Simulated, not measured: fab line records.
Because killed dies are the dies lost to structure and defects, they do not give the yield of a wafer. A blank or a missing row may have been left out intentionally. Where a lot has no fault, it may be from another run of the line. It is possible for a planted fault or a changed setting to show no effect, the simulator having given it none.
fab line records	flow sky130
[record] lots = 11	wafers = 33	lastDay = 49
route steps=708 shown VIA1@461 METAL2@484 PAD_OPEN@708
lots untouched by any fault: they come from a run of this same line in which no faults occurred
startH: start of the lot's first displayed wafer, in hours after the record's first day	waitH: hours from the lot's prior step to this one	" the same as in the row above	L1.1+2: a single row standing in for several wafers	- no value present, or no start provided	* or withheld: withheld	< > ~ a bound
route shown NAME@n: NAME is a module with steps in the file, n the number in the route of the first one	usual: mean/standard deviation taken from wafers without a fault	same: alike in all rows	chamber/n: place in a boat	sites: per-site readings	_std_site: the standard deviation of these	_edge_site: the outer-site mean with the inner-site mean subtracted	radiusMm: for every site, how far away it sits from the centre of the wafer	mask NAME#n: copy n	behind: the last tool/chamber to shape the wafer	hold: the reason the lot was held/the length of the hold in hours/how it ended	device: the transistor (n, p or np) that didn't switch	end of line: the route-end tests of the same wafers	a step with no rows: only its recipe	killed: count of dies lost to structure and defects at first sort (not the wafer's yield)	map: a wafer's dies, x killed, . not, _ none there
set.NAME: the run value of the setting; set.NAME@STEP: its run value at that earlier step	model.NAME: the simulator's own value behind a step, which no gauge read
steps of the route over a sample of lots; a table a step, a row a wafer
services: a tool's chamber out of use, with start hour (startH, from the record's first day; less than 0 if before it), hours out, and reason
[[steps]]
[step SKY_VIA1_BOW_MEAS_03]
[recipe] mode = bow
[usual] VIA1_BOW = 80/7.3
lot.wafer	tool	chamber	startH	waitH	VIA1_BOW[um]
L503.2	filmMetro-03	-	772.03	0.2	79
L503.4	"	-	"	"	76
L503.6	"	-	"	"	81
L505.2	filmMetro-03	-	776.92	0.2	62
L505.3	"	-	"	"	84
L505.4	"	-	"	"	81
L509.1	filmMetro-01	-	808.16	0.1	92
L509.2	"	-	"	"	86
L509.5	"	-	"	"	88
L510.2	filmMetro-01	-	818.48	0.3	68
L510.4	"	-	"	"	82
L510.6	"	-	"	"	77
L515.2	filmMetro-04	-	857.34	0.2	72
L515.4	"	-	"	"	85
L515.6	"	-	"	"	83
L516.2	filmMetro-03	-	889.53	0.1	84
L516.4	"	-	"	"	71
L516.5	"	-	"	"	80
L517.1	filmMetro-04	-	890.76	0.1	81
L517.3	"	-	"	"	82
L517.4	"	-	"	"	80
L520.2	filmMetro-03	-	892.43	0.3	80
L520.3	"	-	"	"	95
L520.6	"	-	"	"	92
L521.1	filmMetro-04	-	894.62	0.2	77
L521.3	"	-	"	"	73
L521.4	"	-	"	"	86
L522.2	filmMetro-03	-	898.22	0.1	74
L522.5	"	-	"	"	83
L522.6	"	-	"	"	80
L523.1	filmMetro-04	-	907.67	0.2	80
L523.4	"	-	"	"	76
L523.6	"	-	"	"	91
[step SKY_VIA1_RS_MEAS_22]
[recipe] thkMeasGauge = four-point-probe	reads = W_of_VIA1_CVD_21+TiN_of_VIA1_SPUTTER_20
[usual] VIA1_W_RS = 0.427/0.0045
lot.wafer	tool	chamber	startH	waitH	VIA1_W_RS[ohm/sq]
L503.2	filmMetro-01	-	799.67	0.1	0.424
L503.4	"	-	"	"	0.421
L503.6	"	-	"	"	0.428
L505.2	filmMetro-01	-	803.72	0.1	0.424
L505.3	"	-	"	"	0.424
L505.4	"	-	"	"	0.421
L509.1	filmMetro-01	-	835.12	0.1	0.432
L509.2	"	-	"	"	0.427
L509.5	"	-	"	"	0.434
L510.2	filmMetro-03	-	845.92	0.1	0.436
L510.4	"	-	"	"	0.426
L510.6	"	-	"	"	0.433
L515.2	filmMetro-03	-	884.23	0.1	0.433
L515.4	"	-	"	"	0.442
L515.6	"	-	"	"	0.438
L516.2	filmMetro-01	-	915.92	0.1	0.427
L516.4	"	-	"	"	0.422
L516.5	"	-	"	"	0.424
L517.1	filmMetro-01	-	916.89	0.1	0.424
L517.3	"	-	"	"	0.424
L517.4	"	-	"	"	0.431
L520.2	filmMetro-03	-	917.93	0.1	0.426
L520.3	"	-	"	"	0.429
L520.6	"	-	"	"	0.428
L521.1	filmMetro-03	-	920.67	0.1	0.427
L521.3	"	-	"	"	0.426
L521.4	"	-	"	"	0.425
L522.2	filmMetro-03	-	923.96	0.1	0.428
L522.5	"	-	"	"	0.427
L522.6	"	-	"	"	0.428
L523.1	filmMetro-03	-	933.08	0.1	0.424
L523.4	"	-	"	"	0.428
L523.6	"	-	"	"	0.428
[step SKY_METAL2_SPUTTER_01]
[recipe] material = TiN	targetThkNm = 20	powerW = 6500	timeS = 16.7	chamberPressurePa = 0.4
[usual] cathodeDcPowerW = 6500.1/1.2	chamberPressurePa = 0.4002/0.0011	throttleValvePct = 29.8/1.2
lot.wafer	tool	chamber	startH	waitH	cathodeDcPowerW	chamberPressurePa	throttleValvePct
L503.2	pvdSputter-02	-	800.15	0.0	6500.0	0.3999	27.3
L503.4	"	-	"	"	6500.1	0.4002	29.0
L503.6	"	-	"	"	6501.2	0.4011	28.8
L505.2	pvdSputter-01	-	804.20	0.0	6498.4	0.4006	30.0
L505.3	"	-	"	"	6499.7	0.3980	30.0
L505.4	"	-	"	"	6499.8	0.4007	29.5
L509.1	pvdSputter-04	-	835.62	0.0	6499.6	0.4001	30.9
L509.2	"	-	"	"	6500.9	0.4004	30.2
L509.5	"	-	"	"	6498.9	0.4008	29.9
L510.2	pvdSputter-04	-	846.40	0.0	6501.0	0.4004	30.4
L510.4	"	-	"	"	6500.8	0.4002	27.7
L510.6	"	-	"	"	6500.5	0.4010	31.6
L515.2	pvdSputter-04	-	884.71	0.0	6498.2	0.4000	30.0
L515.4	"	-	"	"	6502.1	0.3995	30.5
L515.6	"	-	"	"	6499.4	0.3992	31.2
L516.2	pvdSputter-02	-	916.41	0.0	6498.9	0.4001	30.5
L516.4	"	-	"	"	6499.0	0.3986	27.7
L516.5	"	-	"	"	6500.9	0.4009	29.4
L517.1	pvdSputter-04	-	917.39	0.0	6501.2	0.4001	30.2
L517.3	"	-	"	"	6499.4	0.3992	30.1
L517.4	"	-	"	"	6500.0	0.3997	27.7
L520.2	pvdSputter-01	-	918.41	0.0	6500.8	0.4000	31.1
L520.3	"	-	"	"	6501.1	0.4004	29.5
L520.6	"	-	"	"	6500.0	0.3994	29.9
L521.1	pvdSputter-01	-	921.17	0.0	6500.3	0.4017	30.8
L521.3	"	-	"	"	6499.9	0.3990	30.1
L521.4	"	-	"	"	6500.6	0.4004	29.9
L522.2	pvdSputter-04	-	924.44	0.0	6498.6	0.3998	29.6
L522.5	"	-	"	"	6498.2	0.3992	30.7
L522.6	"	-	"	"	6498.2	0.3985	27.8
L523.1	pvdSputter-04	-	933.58	0.0	6501.2	0.3995	31.3
L523.4	"	-	"	"	6499.3	0.4007	31.1
L523.6	"	-	"	"	6499.0	0.4001	29.9
[step SKY_METAL2_SPUTTER_02]
[recipe] material = AlCu	targetThkNm = 250	powerW = 10600	timeS = 13.3	chamberPressurePa = 0.4
[usual] cathodeDcPowerW = 10600/1.9	chamberPressurePa = 0.4000/0.00076	throttleValvePct = 29.7/1.2
lot.wafer	tool	chamber	startH	waitH	cathodeDcPowerW	chamberPressurePa	throttleValvePct
L503.2	pvdSputter-02	-	800.18	0.0	10602	0.4003	27.7
L503.4	"	-	"	"	10600	0.3997	29.2
L503.6	"	-	"	"	10602	0.3998	29.1
L505.2	pvdSputter-01	-	804.23	0.0	10601	0.4000	29.9
L505.3	"	-	"	"	10601	0.4006	30.1
L505.4	"	-	"	"	10599	0.4004	29.4
L509.1	pvdSputter-04	-	835.65	0.0	-	-	-
L509.2	"	-	"	"	-	-	-
L509.5	"	-	"	"	-	-	-
L510.2	pvdSputter-04	-	846.43	0.0	-	-	-
L510.4	"	-	"	"	-	-	-
L510.6	"	-	"	"	-	-	-
L515.2	pvdSputter-04	-	884.74	0.0	10599	0.3996	29.7
L515.4	"	-	"	"	10599	0.3994	30.3
L515.6	"	-	"	"	10601	0.3998	31.4
L516.2	pvdSputter-02	-	916.43	0.0	10605	0.3989	30.7
L516.4	"	-	"	"	10603	0.4005	27.6
L516.5	"	-	"	"	10602	0.3998	28.9
L517.1	pvdSputter-04	-	917.42	0.0	10598	0.3999	29.8
L517.3	"	-	"	"	10598	0.4003	30.0
L517.4	"	-	"	"	10600	0.4003	27.5
L520.2	pvdSputter-01	-	918.44	0.0	10598	0.3989	30.7
L520.3	"	-	"	"	10601	0.4004	29.4
L520.6	"	-	"	"	10595	0.3988	30.1
L521.1	pvdSputter-01	-	921.19	0.0	10602	0.3982	30.9
L521.3	"	-	"	"	10597	0.4006	30.0
L521.4	"	-	"	"	10599	0.3995	30.1
L522.2	pvdSputter-04	-	924.47	0.0	10599	0.4016	29.7
L522.5	"	-	"	"	10601	0.3994	30.9
L522.6	"	-	"	"	10598	0.3996	27.5
L523.1	pvdSputter-04	-	933.60	0.0	10598	0.4007	31.0
L523.4	"	-	"	"	10598	0.4016	31.4
L523.6	"	-	"	"	10602	0.4006	29.8
[step SKY_METAL2_RS_MEAS_05]
[recipe] thkMeasGauge = four-point-probe	reads = TiN_of_METAL2_SPUTTER_04+Ti_of_METAL2_SPUTTER_03+AlCu_of_METAL2_SPUTTER_02+TiN_of_METAL2_SPUTTER_01+Ti_of_METAL2_SPUTTER_00
[usual] METAL2_ALCU_RS = 0.1267/0.0014
lot.wafer	tool	chamber	startH	waitH	METAL2_ALCU_RS[ohm/sq]
L503.2	filmMetro-03	-	800.29	0.0	0.1276
L503.4	"	-	"	"	0.1260
L503.6	"	-	"	"	0.1277
L505.2	filmMetro-01	-	804.34	0.0	0.1283
L505.3	"	-	"	"	0.1270
L505.4	"	-	"	"	0.1286
L509.1	filmMetro-01	-	835.74	0.0	8.6337
L509.2	"	-	"	"	8.5859
L509.5	"	-	"	"	8.6925
L510.2	filmMetro-02	-	846.54	0.0	8.6028
L510.4	"	-	"	"	8.5695
L510.6	"	-	"	"	8.5784
L515.2	filmMetro-02	-	884.85	0.0	0.1287
L515.4	"	-	"	"	0.1268
L515.6	"	-	"	"	0.1294
L516.2	filmMetro-01	-	916.54	0.0	0.1246
L516.4	"	-	"	"	0.1250
L516.5	"	-	"	"	0.1241
L517.1	filmMetro-03	-	917.51	0.0	0.1265
L517.3	"	-	"	"	0.1272
L517.4	"	-	"	"	0.1264
L520.2	filmMetro-03	-	918.55	0.0	0.1273
L520.3	"	-	"	"	0.1256
L520.6	"	-	"	"	0.1260
L521.1	filmMetro-03	-	921.29	0.0	0.1259
L521.3	"	-	"	"	0.1272
L521.4	"	-	"	"	0.1264
L522.2	filmMetro-03	-	924.58	0.0	0.1276
L522.5	"	-	"	"	0.1276
L522.6	"	-	"	"	0.1260
L523.1	filmMetro-02	-	933.70	0.0	0.1292
L523.4	"	-	"	"	0.1281
L523.6	"	-	"	"	0.1284
[step SKY_METAL2_THK_MEAS_06]
[recipe] thkMeasGauge = xrf	reads = AlCu_of_METAL2_SPUTTER_02
[usual] METAL2_ALCU_THK = 254/3
lot.wafer	tool	chamber	startH	waitH	METAL2_ALCU_THK[nm]
L503.2	filmMetro-03	-	800.40	0.1	250
L503.4	"	-	"	"	255
L503.6	"	-	"	"	252
L505.2	filmMetro-01	-	804.45	0.1	251
L505.3	"	-	"	"	257
L505.4	"	-	"	"	253
L509.1	filmMetro-01	-	835.86	0.1	<1
L509.2	"	-	"	"	<1
L509.5	"	-	"	"	<1
L510.2	filmMetro-02	-	846.65	0.1	<0
L510.4	"	-	"	"	<0
L510.6	"	-	"	"	<0
L515.2	filmMetro-02	-	884.96	0.1	250
L515.4	"	-	"	"	253
L515.6	"	-	"	"	247
L516.2	filmMetro-01	-	916.65	0.1	258
L516.4	"	-	"	"	259
L516.5	"	-	"	"	260
L517.1	filmMetro-03	-	917.63	0.1	255
L517.3	"	-	"	"	253
L517.4	"	-	"	"	254
L520.2	filmMetro-03	-	918.66	0.1	252
L520.3	"	-	"	"	255
L520.6	"	-	"	"	256
L521.1	filmMetro-03	-	921.41	0.1	255
L521.3	"	-	"	"	254
L521.4	"	-	"	"	251
L522.2	filmMetro-03	-	924.69	0.1	251
L522.5	"	-	"	"	253
L522.6	"	-	"	"	256
L523.1	filmMetro-02	-	933.82	0.1	249
L523.4	"	-	"	"	251
L523.6	"	-	"	"	249
[step SKY_PAD_OPEN_PROBE_99]
[usual] defectLimitedYield = 82.7/2	killed_at_M0_to_M3 = 42/6.8	killed_at_M4_up = 3.2/1.8	killedAtContacts = 25/5.4	killedAtFrontEnd = 15/4.5	killedAtOther = 0.3/0.56	killedDies = 85/9.7	killedOnRim = 17/3.3	killedOpen = 46/7.1	killedShort = 39/6.5	sort_bin_3_pad_short = 0.9/0.42	sort_bin_5_function = 10.4/1.5	sort_bin_6_memory = 6.1/1.1	sortNPass = 407/9.7	sortYieldPct = 82.7/2
[same] grossDies = 492	killedAtBackSide = 0	sort_bin_4_leakage[%] = 0	sort_bin_8_speed[%] = 0
lot.wafer	tool	chamber	startH	waitH	defectLimitedYield[%]	killed_at_M0_to_M3	killed_at_M4_up	killedAtContacts	killedAtFrontEnd	killedAtOther	killedDies	killedOnRim	killedOpen	killedShort	sort_bin_3_pad_short[%]	sort_bin_5_function[%]	sort_bin_6_memory[%]	sortNPass	sortYieldPct[%]
L503.2	prober-01	-	1081.69	0.1	84.6	39	3	24	10	0	76	8	41	35	1.2	8.3	5.9	416	84.6
L503.4	prober-01	-	1081.79	0.2	82.9	35	2	33	14	0	84	13	55	29	0.2	10.8	6.1	408	82.9
L503.6	prober-01	-	1081.89	0.2	83.5	39	7	24	11	0	81	15	42	39	0.8	8.5	7.1	411	83.5
L505.2	prober-01	-	1086.53	0.1	82.5	46	3	22	14	1	86	18	43	43	0.2	10.6	6.7	406	82.5
L505.3	prober-01	-	1086.58	0.2	82.7	42	4	27	12	0	85	14	33	52	1.4	10.6	5.3	407	82.7
L505.4	prober-01	-	1086.63	0.2	82.3	37	5	22	23	0	87	12	47	40	0.8	11.0	5.9	405	82.3
L509.1	prober-01	-	1109.32	0.1	0	461	1	22	8	0	492	96	40	34	0.2	93.1	6.7	0	0
L509.2	prober-01	-	1109.37	0.1	0	449	4	24	14	1	492	96	42	32	1.2	95.1	3.7	0	0
L509.5	prober-01	-	1109.52	0.2	0	463	3	20	6	0	492	96	44	33	0.8	94.5	4.7	0	0
L510.2	prober-02	-	1117.73	0.1	0	438	8	31	15	0	492	96	60	45	0.6	92.3	7.1	0	0
L510.4	prober-02	-	1117.83	0.2	0	461	3	23	5	0	492	96	40	38	0.6	94.3	5.1	0	0
L510.6	prober-02	-	1117.93	0.2	0	446	7	27	12	0	492	96	54	39	0.8	90.7	8.5	0	0
L515.2	prober-01	-	1143.14	0.1	81.1	37	3	36	17	0	93	20	59	34	0.4	12.4	6.1	399	81.1
L515.4	prober-01	-	1143.24	0.2	83.7	29	3	31	17	0	80	11	39	41	0.4	8.5	7.3	412	83.7
L515.6	prober-01	-	1143.34	0.2	83.1	41	2	22	18	0	83	21	45	38	1.0	9.8	6.1	409	83.1
L516.2	prober-01	-	1168.21	0.1	81.1	51	3	25	14	0	93	17	54	39	0.4	12.0	6.5	399	81.1
L516.4	prober-01	-	1168.31	0.2	80.1	43	1	35	19	0	98	24	53	45	0.8	13.6	5.5	394	80.1
L516.5	prober-01	-	1168.36	0.2	83.5	44	4	22	11	0	81	12	48	33	1.0	8.5	6.9	411	83.5
L517.1	prober-01	-	1169.83	0.1	79.9	53	5	25	16	0	99	27	48	51	1.4	11.8	6.9	393	79.9
L517.3	prober-01	-	1169.93	0.2	79.5	51	4	29	17	0	101	19	50	51	1.6	11.8	7.1	391	79.5
L517.4	prober-01	-	1169.98	0.2	82.9	44	1	28	10	1	84	13	50	34	0.4	10.0	6.7	408	82.9
L520.2	prober-01	-	1172.98	0.1	81.7	40	2	32	16	0	90	17	54	36	0.6	9.3	8.3	402	81.7
L520.3	prober-01	-	1173.03	0.2	77.8	46	4	43	15	1	109	18	58	51	0.8	13.6	7.7	383	77.8
L520.6	prober-01	-	1173.18	0.2	82.7	46	1	20	18	0	85	15	48	37	0.4	9.8	7.1	407	82.7
L521.1	prober-01	-	1174.28	0.1	83.1	49	1	20	13	0	83	18	40	43	1.2	10.0	5.7	409	83.1
L521.3	prober-01	-	1174.38	0.2	82.1	41	4	19	24	0	88	16	43	45	1.0	9.6	7.3	404	82.1
L521.4	prober-01	-	1174.43	0.2	77.8	43	2	38	26	0	109	20	55	54	0.6	14.8	6.7	383	77.8
L522.2	prober-01	-	1176.28	0.1	86.6	39	0	16	11	0	66	13	42	24	0.4	7.5	5.5	426	86.6
L522.5	prober-01	-	1176.43	0.2	85.8	35	2	17	16	0	70	10	39	30	0.4	10.8	3.0	422	85.8
L522.6	prober-01	-	1176.48	0.2	81.1	46	0	31	16	0	93	20	57	36	1.4	10.4	7.1	399	81.1
L523.1	prober-01	-	1181.42	0.1	82.7	42	1	25	17	0	85	18	49	36	0.8	10.2	6.3	407	82.7
L523.4	prober-01	-	1181.57	0.2	87.0	28	3	23	9	1	64	14	39	25	1.0	6.7	5.3	428	87.0
L523.6	prober-01	-	1181.67	0.2	86.6	32	2	21	11	0	66	11	27	39	1.0	7.9	4.5	426	86.6
// killed by level:class
L503.2 CONTACT:geometricParticle:open=10 VIA1:geometricParticle:short=9 VIA1:geometricParticle:open=8 LI_CONTACT:geometricParticle:open=7 VIA3:geometricParticle:open=6 POLY_GATE:geometricParticle:short=4 METAL1:geometricParticle:short=4 LI_CONTACT:geometricParticle:short=3
L503.4 CONTACT:geometricParticle:open=14 VIA1:geometricParticle:open=10 LI_CONTACT:geometricParticle:open=8 VIA2:geometricParticle:open=7 CONTACT:geometricParticle:short=5 FIELD_ISO:geometricParticle:open=4 VIA3:geometricParticle:open=4 POLY_GATE:geometricParticle:short=3
L503.6 VIA1:geometricParticle:open=13 CONTACT:geometricParticle:short=9 VIA2:geometricParticle:open=6 METAL4:geometricParticle:short=6 CONTACT:geometricParticle:open=5 METAL2:geometricParticle:short=4 VIA3:geometricParticle:open=4 VIA1:geometricParticle:short=3
L505.2 CONTACT:geometricParticle:open=10 METAL1:geometricParticle:short=8 VIA1:geometricParticle:open=8 METAL2:geometricParticle:short=8 VIA3:geometricParticle:open=7 LOCAL_INTERCONNECT:geometricParticle:short=4 VIA2:geometricParticle:short=4 FIELD_ISO:geometricParticle:open=3
L505.3 LI_CONTACT:geometricParticle:open=8 METAL2:geometricParticle:short=8 METAL3:geometricParticle:short=7 LI_CONTACT:geometricParticle:short=5 CONTACT:geometricParticle:open=5 CONTACT:geometricParticle:short=5 VIA2:geometricParticle:open=5 LOCAL_INTERCONNECT:geometricParticle:short=4
L505.4 POLY_GATE:geometricParticle:short=7 CONTACT:geometricParticle:open=7 CONTACT:geometricParticle:short=7 LI_CONTACT:geometricParticle:open=6 VIA1:geometricParticle:open=6 METAL2:geometricParticle:open=6 VIA3:geometricParticle:open=6 FIELD_ISO:geometricParticle:open=5
L509.1 METAL2:areaSputter=418 VIA3:geometricParticle:open=14 VIA1:geometricParticle:open=10 CONTACT:geometricParticle:open=8 CONTACT:geometricParticle:short=6 LI_CONTACT:geometricParticle:open=6 VIA2:geometricParticle:short=6 POLY_GATE:geometricParticle:short=5
L509.2 METAL2:areaSputter=418 CONTACT:geometricParticle:open=13 LI_CONTACT:geometricParticle:open=6 VIA1:geometricParticle:short=6 POLY_GATE:geometricParticle:short=5 VIA1:geometricParticle:open=5 FIELD_ISO:geometricParticle:open=4 VIA2:geometricParticle:open=4
L509.5 METAL2:areaSputter=415 VIA1:geometricParticle:open=9 METAL2:geometricParticle:short=8 VIA3:geometricParticle:open=8 CONTACT:geometricParticle:open=7 LI_CONTACT:geometricParticle:open=5 METAL1:geometricParticle:short=5 VIA2:geometricParticle:short=4
L510.2 METAL2:areaSputter=387 VIA1:geometricParticle:open=12 VIA3:geometricParticle:open=12 CONTACT:geometricParticle:open=10 LI_CONTACT:geometricParticle:short=8 LI_CONTACT:geometricParticle:open=7 VIA2:geometricParticle:open=6 METAL1:geometricParticle:short=5
L510.4 METAL2:areaSputter=414 VIA2:geometricParticle:open=9 LI_CONTACT:geometricParticle:open=8 METAL2:geometricParticle:short=8 VIA3:geometricParticle:open=6 CONTACT:geometricParticle:open=6 VIA1:geometricParticle:open=6 LI_CONTACT:geometricParticle:short=4
L510.6 METAL2:areaSputter=399 CONTACT:geometricParticle:open=12 VIA1:geometricParticle:open=12 VIA1:geometricParticle:short=6 METAL2:geometricParticle:short=5 LOCAL_INTERCONNECT:geometricParticle:short=5 METAL1:geometricParticle:short=5 VIA3:geometricParticle:open=5
L515.2 CONTACT:geometricParticle:open=16 LI_CONTACT:geometricParticle:open=10 VIA3:geometricParticle:open=10 VIA1:geometricParticle:open=7 POLY_GATE:geometricParticle:short=6 POLY_GATE:geometricParticle:open=5 METAL1:geometricParticle:short=5 LOCAL_INTERCONNECT:geometricParticle:short=5
L515.4 CONTACT:geometricParticle:open=9 LI_CONTACT:geometricParticle:open=7 CONTACT:geometricParticle:short=7 LOCAL_INTERCONNECT:geometricParticle:short=6 VIA3:geometricParticle:open=6 VIA1:geometricParticle:open=5 FIELD_ISO:geometricParticle:short=4 METAL1:geometricParticle:short=4
L515.6 VIA3:geometricParticle:open=11 CONTACT:geometricParticle:open=10 FIELD_ISO:geometricParticle:short=6 VIA2:geometricParticle:open=6 METAL3:geometricParticle:short=6 FIELD_ISO:geometricParticle:open=5 METAL1:geometricParticle:short=5 VIA1:geometricParticle:open=4
L516.2 VIA1:geometricParticle:open=10 METAL1:geometricParticle:short=9 VIA2:geometricParticle:open=9 LI_CONTACT:geometricParticle:open=8 CONTACT:geometricParticle:open=7 VIA3:geometricParticle:open=7 LOCAL_INTERCONNECT:geometricParticle:short=5 FIELD_ISO:geometricParticle:open=4
L516.4 LI_CONTACT:geometricParticle:open=12 VIA1:geometricParticle:open=9 CONTACT:geometricParticle:open=9 VIA2:geometricParticle:open=8 FIELD_ISO:geometricParticle:short=7 CONTACT:geometricParticle:short=7 VIA3:geometricParticle:open=6 METAL2:geometricParticle:short=4
L516.5 VIA3:geometricParticle:open=10 CONTACT:geometricParticle:open=9 LI_CONTACT:geometricParticle:open=6 VIA1:geometricParticle:open=6 VIA2:geometricParticle:open=5 METAL3:geometricParticle:short=4 VIA1:geometricParticle:short=4 METAL2:geometricParticle:short=4
L517.1 VIA1:geometricParticle:open=11 METAL1:geometricParticle:short=10 VIA2:geometricParticle:open=9 VIA1:geometricParticle:short=7 LI_CONTACT:geometricParticle:short=6 CONTACT:geometricParticle:short=6 CONTACT:geometricParticle:open=6 POLY_GATE:geometricParticle:short=5
L517.3 VIA1:geometricParticle:open=12 LI_CONTACT:geometricParticle:open=10 VIA2:geometricParticle:open=7 METAL1:geometricParticle:short=6 VIA1:geometricParticle:short=6 METAL2:geometricParticle:short=6 FIELD_ISO:geometricParticle:short=5 POLY_GATE:geometricParticle:short=5
L517.4 VIA1:geometricParticle:open=12 CONTACT:geometricParticle:open=10 METAL2:geometricParticle:short=8 LI_CONTACT:geometricParticle:open=7 VIA2:geometricParticle:open=7 VIA3:geometricParticle:open=7 LI_CONTACT:geometricParticle:short=5 POLY_GATE:geometricParticle:open=4
L520.2 CONTACT:geometricParticle:open=13 FIELD_ISO:geometricParticle:open=7 LI_CONTACT:geometricParticle:open=7 VIA1:geometricParticle:short=7 VIA1:geometricParticle:open=7 LOCAL_INTERCONNECT:geometricParticle:short=6 VIA3:geometricParticle:open=6 VIA2:geometricParticle:open=5
L520.3 CONTACT:geometricParticle:short=14 CONTACT:geometricParticle:open=12 LI_CONTACT:geometricParticle:open=8 VIA3:geometricParticle:open=8 VIA1:geometricParticle:open=7 METAL1:geometricParticle:short=5 METAL1:geometricParticle:open=5 VIA2:geometricParticle:short=5
L520.6 VIA1:geometricParticle:open=15 CONTACT:geometricParticle:open=9 VIA3:geometricParticle:open=7 METAL2:geometricParticle:short=6 FIELD_ISO:geometricParticle:short=5 POLY_GATE:geometricParticle:short=5 LI_CONTACT:geometricParticle:open=5 FIELD_ISO:geometricParticle:open=3
L521.1 CONTACT:geometricParticle:open=10 VIA3:geometricParticle:open=9 METAL1:geometricParticle:short=8 VIA1:geometricParticle:open=8 METAL2:geometricParticle:short=6 FIELD_ISO:geometricParticle:short=5 LOCAL_INTERCONNECT:geometricParticle:short=5 METAL3:geometricParticle:short=5
L521.3 FIELD_ISO:geometricParticle:short=9 CONTACT:geometricParticle:open=8 VIA1:geometricParticle:open=8 LI_CONTACT:geometricParticle:open=6 METAL1:geometricParticle:short=6 VIA2:geometricParticle:open=6 POLY_GATE:geometricParticle:short=5 VIA1:geometricParticle:short=5
L521.4 CONTACT:geometricParticle:open=13 LOCAL_INTERCONNECT:geometricParticle:short=9 VIA1:geometricParticle:open=9 FIELD_ISO:geometricParticle:short=8 FIELD_ISO:geometricParticle:open=8 LI_CONTACT:geometricParticle:open=8 CONTACT:geometricParticle:short=7 VIA2:geometricParticle:open=7
L522.2 VIA1:geometricParticle:open=9 LI_CONTACT:geometricParticle:open=7 VIA2:geometricParticle:open=7 CONTACT:geometricParticle:open=5 FIELD_ISO:geometricParticle:short=4 POLY_GATE:geometricParticle:open=4 VIA1:geometricParticle:short=4 METAL2:geometricParticle:short=4
L522.5 CONTACT:geometricParticle:open=7 VIA1:geometricParticle:open=7 VIA2:geometricParticle:open=6 VIA3:geometricParticle:open=6 FIELD_ISO:geometricParticle:short=5 METAL2:geometricParticle:short=5 LI_CONTACT:geometricParticle:open=4 LOCAL_INTERCONNECT:geometricParticle:short=4
L522.6 VIA1:geometricParticle:open=14 CONTACT:geometricParticle:open=12 VIA2:geometricParticle:open=8 LI_CONTACT:geometricParticle:open=7 VIA3:geometricParticle:open=6 LOCAL_INTERCONNECT:geometricParticle:short=5 FIELD_ISO:geometricParticle:short=4 FIELD_ISO:geometricParticle:open=4
L523.1 CONTACT:geometricParticle:open=12 VIA1:geometricParticle:open=12 LI_CONTACT:geometricParticle:open=7 FIELD_ISO:geometricParticle:short=6 VIA3:geometricParticle:open=6 METAL2:geometricParticle:short=6 VIA1:geometricParticle:short=5 VIA2:geometricParticle:open=5
L523.4 CONTACT:geometricParticle:open=8 VIA1:geometricParticle:open=7 LI_CONTACT:geometricParticle:open=6 LI_CONTACT:geometricParticle:short=4 METAL1:geometricParticle:short=4 VIA2:geometricParticle:open=4 LOCAL_INTERCONNECT:geometricParticle:short=3 METAL2:geometricParticle:short=3
L523.6 METAL1:geometricParticle:short=10 CONTACT:geometricParticle:open=9 LI_CONTACT:geometricParticle:open=5 VIA1:geometricParticle:open=5 VIA2:geometricParticle:short=4 POLY_CUT:geometricParticle:short=3 METAL2:geometricParticle:short=3 LOCAL_INTERCONNECT:geometricParticle:short=3
[[services]]
tool	chamber	startH	hours	kind
pvdSputter-01	-	790.33	3.9	repair
pvdSputter-01	-	822.19	1.8	repair
pvdSputter-01	-	857.49	0.5	repair
pvdSputter-02	-	891.58	9.5	repair
pvdSputter-01	-	897.41	1.5	repair
pvdSputter-02	0	902.05	-	consumableReplace:kit
pvdSputter-02	0	902.05	18.0	scheduledDown
pvdSputter-02	0	902.05	18.0	ventCycle
pvdSputter-04	-	918.99	4.4	repair
pvdSputter-04	2	924.56	-	consumableReplace:kit
pvdSputter-04	2	924.56	18.0	scheduledDown
pvdSputter-04	2	924.56	18.0	ventCycle
[[key]]
[firstSign] step = SKY_METAL2_SPUTTER_02	reading = toolRecord	direction = missing
[effect] step = SKY_METAL2_RS_MEAS_05	reading = METAL2_ALCU_RS	direction = up	sigmas = 99+	usual = 0.1267	struck = 8.6104
[effect] step = SKY_METAL2_THK_MEAS_06	reading = METAL2_ALCU_THK	direction = down	sigmas = 84	usual = 254	struck = <0
[effect] step = SKY_PAD_OPEN_PROBE_99	reading = killed_at_M0_to_M3	direction = up	sigmas = 61	usual = 42	struck = 453
[moreKillsBornAt] SKY_METAL2_SPUTTER_02@pvdSputter-04 = 2451
metAt SKY_METAL2_SPUTTER_02
struckLots L509,L510
laterRowsLeftOut L509.1,L509.2,L509.5,L510.2,L510.4,L510.6
notActingAt SKY_VIA1_BOW_MEAS_03,SKY_VIA1_RS_MEAS_22,SKY_METAL2_SPUTTER_01
[fault] kind = skippedStepWhole	tool = pvdSputter-04	chamber = -	onsetH = 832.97	steps = SKY_METAL2_SPUTTER_02	scope = struckLotsOnly
// laterRowsLeftOut: the simulator's readings of these wafers behind a module that went badly wrong aren't trusted and aren't shown, but for the sort
